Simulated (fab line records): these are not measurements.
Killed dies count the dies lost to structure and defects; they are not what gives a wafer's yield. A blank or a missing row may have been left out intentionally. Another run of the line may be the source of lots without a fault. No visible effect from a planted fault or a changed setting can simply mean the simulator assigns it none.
fab line records + flow gf180mcu
[record]
- lots = 15
- wafers = 45
- lastDay = 34
route steps=602 shown SAB@270 SALICIDE@284 M1@321
lots that met no fault: taken from a fault-free run of the same line
startH: hours from the record's opening day to when the first of the lot's shown wafers began + waitH: hours since the lot's step before + " identical to the entry in the row above + L1.1+2: a single row standing in for several wafers + - either no value or no given start + * or withheld: withheld + < > ~ a bound
route shown NAME@n: a module of which the file shows steps, and the number in the route of the first + usual: mean and standard deviation over wafers with no fault + same: alike in all rows + chamber/n: place in a boat + sites: readings site by site + _std_site: how widely they spread, as a standard deviation + _edge_site: outer sites' mean less inner sites' + radiusMm: for every site, how far away it sits from the centre of the wafer + mask NAME#n: copy n + behind: the last tool/chamber to shape the wafer + hold: cause of the lot's hold/its duration in hours/its outcome + device: the n, p or np transistor that did not switch + end of line: the same wafers' tests at the end of the route + for a step that has no rows: nothing shown but its recipe + killed: dies lost to structure and defects at the first sort, not the wafer's yield + map: shows each die of a wafer: x if killed, . if not, _ if none is there
set.NAME: the setting the step ran with; set.NAME@STEP: the setting that earlier step ran with + model.NAME: the simulator's own value behind a step, which no gauge read
the route's steps for a sample of lots (tables are steps, rows are wafers)
services: the hour from which a tool's chamber was out of use, counted from the record's first day as startH (under 0 if before that day), plus the number of hours and why
[[steps]]
[step GF_SAB_EXPOSE_06]
[recipe]
- maskId = SAB
- targetCdNm = 420
- na = 0.6
- sourceShape = conventional
- sigmaOuter = 0.6
- doseMj = 140
[usual]
- exposureDoseMJCm2 = 140.02/0.15
- focusOffsetNm = -0.1/0.46
- na = 0.6/0
| lot.wafer | tool            | chamber | startH | waitH | mask  | exposureDoseMJCm2 | focusOffsetNm | na  |
|-----------|-----------------|---------|--------|-------|-------|-------------------|---------------|-----|
| L296.1    | ilineStepper-01 | 0       | 321.34 | -     | SAB#0 | 140.03            | -0.1          | 0.6 |
| L296.4    | "               | 0       | "      | "     | SAB#0 | 140.03            | 0.3           | 0.6 |
| L296.6    | "               | 0       | "      | "     | SAB#0 | 139.95            | 0.0           | 0.6 |
| L297.2    | ilineStepper-02 | 0       | 324.96 | -     | SAB#0 | 140.09            | -0.3          | 0.6 |
| L297.4    | "               | 0       | "      | "     | SAB#0 | 140.33            | 0.2           | 0.6 |
| L297.6    | "               | 0       | "      | "     | SAB#0 | 140.15            | -0.5          | 0.6 |
| L298.1    | ilineStepper-01 | 0       | 334.59 | -     | SAB#0 | 139.68            | 0.3           | 0.6 |
| L298.5    | "               | 0       | "      | "     | SAB#0 | 140.10            | -0.4          | 0.6 |
| L298.6    | "               | 0       | "      | "     | SAB#0 | 139.94            | -0.1          | 0.6 |
| L299.2    | ilineStepper-02 | 0       | 348.71 | -     | SAB#0 | 139.88            | 0.0           | 0.6 |
| L299.5    | "               | 0       | "      | "     | SAB#0 | 140.11            | 0.1           | 0.6 |
| L299.6    | "               | 0       | "      | "     | SAB#0 | 140.01            | 0.6           | 0.6 |
| L300.3    | ilineStepper-02 | 0       | 351.10 | -     | SAB#0 | 140.15            | -0.6          | 0.6 |
| L300.4    | "               | 0       | "      | "     | SAB#0 | 139.91            | 0.0           | 0.6 |
| L300.6    | "               | 0       | "      | "     | SAB#0 | 139.85            | 0.0           | 0.6 |
| L301.1    | ilineStepper-01 | 0       | 358.24 | -     | SAB#0 | 140.32            | -0.6          | 0.6 |
| L301.3    | "               | 0       | "      | "     | SAB#0 | 139.93            | 0.2           | 0.6 |
| L301.5    | "               | 0       | "      | "     | SAB#0 | 140.22            | -0.4          | 0.6 |
| L303.2    | ilineStepper-02 | 0       | 380.70 | -     | SAB#0 | 140.17            | -0.5          | 0.6 |
| L303.5    | "               | 0       | "      | "     | SAB#0 | 140.23            | 0.4           | 0.6 |
| L303.6    | "               | 0       | "      | "     | SAB#0 | 140.05            | -0.7          | 0.6 |
| L304.1    | ilineStepper-02 | -       | 396.26 | -     | SAB#0 | -                 | -             | -   |
| L304.4    | "               | -       | "      | "     | SAB#0 | -                 | -             | -   |
| L304.6    | "               | -       | "      | "     | SAB#0 | -                 | -             | -   |
| L305.2    | ilineStepper-02 | -       | 413.24 | -     | SAB#0 | -                 | -             | -   |
| L305.3    | "               | -       | "      | "     | SAB#0 | -                 | -             | -   |
| L305.4    | "               | -       | "      | "     | SAB#0 | -                 | -             | -   |
| L306.3    | ilineStepper-02 | -       | 418.25 | -     | SAB#0 | -                 | -             | -   |
| L306.5    | "               | -       | "      | "     | SAB#0 | -                 | -             | -   |
| L306.6    | "               | -       | "      | "     | SAB#0 | -                 | -             | -   |
| L307.4    | ilineStepper-02 | 0       | 436.97 | -     | SAB#0 | 139.98            | 0.1           | 0.6 |
| L307.5    | "               | 0       | "      | "     | SAB#0 | 140.11            | 0.1           | 0.6 |
| L307.6    | "               | 0       | "      | "     | SAB#0 | 140.01            | 0.4           | 0.6 |
| L313.2    | ilineStepper-01 | 0       | 494.43 | -     | SAB#0 | 140.24            | -0.2          | 0.6 |
| L313.3    | "               | 0       | "      | "     | SAB#0 | 140.24            | 0.7           | 0.6 |
| L313.5    | "               | 0       | "      | "     | SAB#0 | 140.19            | -0.4          | 0.6 |
| L316.2    | ilineStepper-01 | 0       | 506.84 | -     | SAB#0 | 139.68            | 0.8           | 0.6 |
| L316.3    | "               | 0       | "      | "     | SAB#0 | 140.10            | 0.1           | 0.6 |
| L316.6    | "               | 0       | "      | "     | SAB#0 | 140.06            | 0.6           | 0.6 |
| L318.2    | ilineStepper-02 | 0       | 513.95 | -     | SAB#0 | 140.00            | -0.5          | 0.6 |
| L318.3    | "               | 0       | "      | "     | SAB#0 | 140.28            | -0.2          | 0.6 |
| L318.6    | "               | 0       | "      | "     | SAB#0 | 139.83            | -0.9          | 0.6 |
| L317.4    | ilineStepper-02 | 0       | 516.68 | -     | SAB#0 | 140.00            | -0.3          | 0.6 |
| L317.5    | "               | 0       | "      | "     | SAB#0 | 140.05            | 0.1           | 0.6 |
| L317.6    | "               | 0       | "      | "     | SAB#0 | 140.06            | -0.4          | 0.6 |
[step GF_SALICIDE_RTA_06]
[recipe]
- tempC = 530
- timeS = 30
- ambient = N2
[usual]
- lampPowerPct = 6.0/0.45
- wafer_temp_C_max = 531.6/0.45
| lot.wafer | tool         | chamber | startH | waitH | lampPowerPct | wafer_temp_C_max |
|-----------|--------------|---------|--------|-------|--------------|------------------|
| L296.1    | rtpAnneal-01 | 0       | 332.17 | 0.1   | 6.6          | 532.2            |
| L296.4    | "            | 0       | "      | "     | 6.6          | 531.3            |
| L296.6    | "            | 0       | "      | "     | 6.6          | 531.9            |
| L297.2    | rtpAnneal-02 | 0       | 336.20 | 0.1   | 5.7          | 531.6            |
| L297.4    | "            | 0       | "      | "     | 5.7          | 532.0            |
| L297.6    | "            | 0       | "      | "     | 5.7          | 531.5            |
| L298.1    | rtpAnneal-02 | 0       | 346.19 | 0.1   | 5.7          | 531.6            |
| L298.5    | "            | 0       | "      | "     | 5.7          | 531.3            |
| L298.6    | "            | 0       | "      | "     | 5.7          | 532.0            |
| L299.2    | rtpAnneal-02 | 0       | 359.85 | 0.1   | 5.7          | 531.4            |
| L299.5    | "            | 0       | "      | "     | 5.7          | 531.6            |
| L299.6    | "            | 0       | "      | "     | 5.7          | 532.7            |
| L300.3    | rtpAnneal-01 | 0       | 362.32 | 0.1   | 6.6          | 531.2            |
| L300.4    | "            | 0       | "      | "     | 6.6          | 531.0            |
| L300.6    | "            | 0       | "      | "     | 6.6          | 530.7            |
| L301.1    | rtpAnneal-02 | 0       | 368.64 | 0.1   | 5.7          | 531.9            |
| L301.3    | "            | 0       | "      | "     | 5.7          | 531.4            |
| L301.5    | "            | 0       | "      | "     | 5.7          | 531.7            |
| L303.2    | rtpAnneal-02 | 0       | 391.87 | 0.1   | 5.7          | 531.5            |
| L303.5    | "            | 0       | "      | "     | 5.7          | 531.8            |
| L303.6    | "            | 0       | "      | "     | 5.7          | 531.8            |
| L307.4    | rtpAnneal-01 | 0       | 449.34 | 0.1   | 6.6          | 531.1            |
| L307.5    | "            | 0       | "      | "     | 6.6          | 531.0            |
| L307.6    | "            | 0       | "      | "     | 6.6          | 531.7            |
| L313.2    | rtpAnneal-02 | 0       | 506.75 | 0.1   | 5.7          | 531.8            |
| L313.3    | "            | 0       | "      | "     | 5.7          | 531.1            |
| L313.5    | "            | 0       | "      | "     | 5.7          | 532.4            |
| L316.2    | rtpAnneal-01 | 0       | 518.85 | 0.1   | 6.6          | 531.3            |
| L316.3    | "            | 0       | "      | "     | 6.6          | 531.4            |
| L316.6    | "            | 0       | "      | "     | 6.6          | 532.0            |
| L318.2    | rtpAnneal-01 | 0       | 525.95 | 0.1   | 6.6          | 531.2            |
| L318.3    | "            | 0       | "      | "     | 6.6          | 531.5            |
| L318.6    | "            | 0       | "      | "     | 6.6          | 531.2            |
| L317.4    | rtpAnneal-02 | 0       | 529.14 | 0.1   | 5.7          | 531.5            |
| L317.5    | "            | 0       | "      | "     | 5.7          | 531.5            |
| L317.6    | "            | 0       | "      | "     | 5.7          | 532.3            |
[step GF_M1_THK_MEAS_06]
[recipe]
- thkMeasGauge = xrf
- reads = AlCu_of_M1_SPUTTER_02
[usual]
- M1_ALCU_THK = 452/6.2
| lot.wafer | tool         | chamber | startH | waitH | M1_ALCU_THK[nm] |
|-----------|--------------|---------|--------|-------|-----------------|
| L296.1    | filmMetro-01 | -       | 356.78 | 0.1   | 448             |
| L296.4    | "            | -       | "      | "     | 451             |
| L296.6    | "            | -       | "      | "     | 450             |
| L297.2    | filmMetro-01 | -       | 360.11 | 0.1   | 462             |
| L297.4    | "            | -       | "      | "     | 458             |
| L297.6    | "            | -       | "      | "     | 456             |
| L298.1    | filmMetro-01 | -       | 369.55 | 0.1   | 442             |
| L298.5    | "            | -       | "      | "     | 446             |
| L298.6    | "            | -       | "      | "     | 436             |
| L299.2    | filmMetro-01 | -       | 384.48 | 0.1   | 451             |
| L299.5    | "            | -       | "      | "     | 453             |
| L299.6    | "            | -       | "      | "     | 453             |
| L300.3    | filmMetro-01 | -       | 386.67 | 0.1   | 450             |
| L300.4    | "            | -       | "      | "     | 452             |
| L300.6    | "            | -       | "      | "     | 448             |
| L301.1    | filmMetro-02 | -       | 393.61 | 0.1   | 458             |
| L301.3    | "            | -       | "      | "     | 451             |
| L301.5    | "            | -       | "      | "     | 454             |
| L303.2    | filmMetro-01 | -       | 417.69 | 0.1   | 447             |
| L303.5    | "            | -       | "      | "     | 450             |
| L303.6    | "            | -       | "      | "     | 449             |
| L307.4    | filmMetro-01 | -       | 476.04 | 0.1   | 449             |
| L307.5    | "            | -       | "      | "     | 457             |
| L307.6    | "            | -       | "      | "     | 451             |
| L313.2    | filmMetro-01 | -       | 532.52 | 0.1   | 459             |
| L313.3    | "            | -       | "      | "     | 449             |
| L313.5    | "            | -       | "      | "     | 457             |
| L316.2    | filmMetro-01 | -       | 544.61 | 0.1   | 449             |
| L316.3    | "            | -       | "      | "     | 455             |
| L316.6    | "            | -       | "      | "     | 450             |
| L318.2    | filmMetro-03 | -       | 550.82 | 0.1   | 456             |
| L318.3    | "            | -       | "      | "     | 457             |
| L318.6    | "            | -       | "      | "     | 464             |
| L317.4    | filmMetro-02 | -       | 555.04 | 0.1   | 463             |
| L317.5    | "            | -       | "      | "     | 456             |
| L317.6    | "            | -       | "      | "     | 463             |
[step GF_M1_CD_MEAS_14]
[recipe]
- targetCdNm = 230
[usual]
- cdNm = 230.3/1.3
| lot.wafer | tool     | chamber | startH | waitH | cdNm  |
|-----------|----------|---------|--------|-------|-------|
| L296.1    | cdSem-01 | -       | 377.67 | 0.1   | 229.7 |
| L296.4    | "        | -       | "      | "     | 229.2 |
| L296.6    | "        | -       | "      | "     | 228.8 |
| L297.2    | cdSem-02 | -       | 382.19 | 0.1   | 229.8 |
| L297.4    | "        | -       | "      | "     | 230.6 |
| L297.6    | "        | -       | "      | "     | 230.5 |
| L298.1    | cdSem-01 | -       | 392.11 | 0.1   | 229.3 |
| L298.5    | "        | -       | "      | "     | 229.6 |
| L298.6    | "        | -       | "      | "     | 230.7 |
| L299.2    | cdSem-02 | -       | 407.39 | 0.1   | 228.9 |
| L299.5    | "        | -       | "      | "     | 230.2 |
| L299.6    | "        | -       | "      | "     | 228.4 |
| L300.3    | cdSem-02 | -       | 410.25 | 0.1   | 229.7 |
| L300.4    | "        | -       | "      | "     | 230.4 |
| L300.6    | "        | -       | "      | "     | 231.2 |
| L301.1    | cdSem-01 | -       | 417.27 | 0.1   | 229.1 |
| L301.3    | "        | -       | "      | "     | 229.1 |
| L301.5    | "        | -       | "      | "     | 229.5 |
| L303.2    | cdSem-01 | -       | 441.64 | 0.1   | 230.8 |
| L303.5    | "        | -       | "      | "     | 229.3 |
| L303.6    | "        | -       | "      | "     | 229.8 |
| L307.4    | cdSem-02 | -       | 499.62 | 0.1   | 230.5 |
| L307.5    | "        | -       | "      | "     | 228.7 |
| L307.6    | "        | -       | "      | "     | 229.8 |
| L313.2    | cdSem-01 | -       | 554.79 | 0.1   | 231.3 |
| L313.3    | "        | -       | "      | "     | 230.4 |
| L313.5    | "        | -       | "      | "     | 230.5 |
| L316.2    | cdSem-02 | -       | 566.58 | 0.1   | 231.4 |
| L316.3    | "        | -       | "      | "     | 230.5 |
| L316.6    | "        | -       | "      | "     | 228.7 |
| L318.2    | cdSem-02 | -       | 572.78 | 0.1   | 230.1 |
| L318.3    | "        | -       | "      | "     | 230.9 |
| L318.6    | "        | -       | "      | "     | 230.7 |
| L317.4    | cdSem-01 | -       | 576.42 | 0.1   | 232.6 |
| L317.5    | "        | -       | "      | "     | 232.6 |
| L317.6    | "        | -       | "      | "     | 232.7 |
[[services]]
| tool            | chamber | startH | hours | kind                   |
|-----------------|---------|--------|-------|------------------------|
| ilineStepper-02 | -       | 311.63 | 2.1   | pm                     |
| ilineStepper-02 | -       | 313.71 | -     | consumableReplace:lamp |
| ilineStepper-01 | -       | 314.82 | 1.7   | pm                     |
| ilineStepper-01 | -       | 366.20 | 2.1   | pm                     |
| ilineStepper-01 | -       | 368.29 | -     | consumableReplace:lamp |
| ilineStepper-02 | -       | 392.85 | 1.7   | pm                     |
| ilineStepper-02 | -       | 423.25 | 4.4   | pm                     |
| ilineStepper-01 | -       | 442.61 | 4.4   | pm                     |
[[key]]
[firstSign]
- step = GF_SAB_EXPOSE_06
- reading = toolRecord
- direction = missing
effect none on later readings
metAt GF_SAB_EXPOSE_06
struckLots L304,L305,L306
laterRowsLeftOut L304.1,L304.4,L304.6,L305.2,L305.3,L305.4,L306.3,L306.5,L306.6
sortLeftOut L304.1,L304.4,L304.6,L305.2,L305.3,L305.4,L306.3,L306.5,L306.6
testerLeftOut L304,L305,L306
notActingAt GF_SALICIDE_RTA_06,GF_M1_THK_MEAS_06,GF_M1_CD_MEAS_14
onsetBetween 380.70 396.26
[fault]
- kind = skippedStepWhole
- tool = ilineStepper-02
- chamber = -
- onsetH = 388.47
- steps = GF_SAB_EXPOSE_06
- scope = struckLotsOnly
// testerLeftOut: of these lots the tester's yield and bins aren't shown, on N5 and GAA mostly nor the transistor test; their killed dies are dies lost to structure and defects alone, not to doping, threshold or leakage, so they don't give the yield
// sortLeftOut: the simulated sort isn't trusted on such a fault, so these wafers' sort isn't shown, and their yield isn't known
// laterRowsLeftOut: the simulator's readings of these wafers behind a module that went badly wrong aren't trusted and aren't shown, but for the sort
